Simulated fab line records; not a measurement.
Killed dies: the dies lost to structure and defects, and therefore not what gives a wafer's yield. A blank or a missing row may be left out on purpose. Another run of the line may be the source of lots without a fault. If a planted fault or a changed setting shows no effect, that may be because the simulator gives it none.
Matching of chambers    flow sky130    4 sister chambers for SKY_CONTACT_CMP_27 on cmp-01
The step polishes, stops on SiO2, t overpolish 15 s, target thk 0 nm. 8 wafers are shown with their chamber, then 9 later ones without.

## WAFERS WITH THEIR CHAMBER
wafer   chamber  motor-current-A (A)  time-to-endpoint-s (s)
L079.6  1        14.9                 80
L080.4  3        9.5                  83
L080.5  1        14.5                 78
L081.2  3        9.7                  78
L081.3  2        11.1                 77
L082.1  0        12.9                 91
L082.3  2        11.2                 81
L082.5  0        12.6                 90

## WAFERS WITHOUT THEIR CHAMBER
wafer   motor-current-A (A)  time-to-endpoint-s (s)
L083.4  11.9                 79
L083.5  11.3                 79
L083.6  9.6                  81
L086.1  13.3                 83
L086.2  13.8                 76
L086.5  11.8                 78
L087.2  11.9                 87
L087.3  14.5                 76
L087.5  13.2                 83

## THE CHAMBER EACH PASSED THROUGH
wafer   from the rows above      in truth
L083.4  2                        2
L083.5  2                        2
L083.6  3                        3
L086.1  0                        0
L086.2  1                        1
L086.5  2                        2
L087.2  can't be placed: 0 or 2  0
L087.3  1                        1
L087.5  0                        0
Correct placement for 8 of the 9. Not placeable from these rows: 1 (in 1, the candidates include the true chamber). Placed wrongly: 0.
How it was worked out, from the rows above alone: a wafer's distance from a chamber is the root of the sum, over the readings, of the square of ((its reading less the chamber's mean) divided by the reading's scatter). If the next closest chamber is less than 2 further off than the closest, the wafer can't be placed; otherwise it belongs to the closest. The mean given for a chamber averages the wafers shown for that chamber. The scatter: the root of (the sum of the squares of (reading less its chamber's mean) over the shown wafers, divided by (wafers less chambers)).
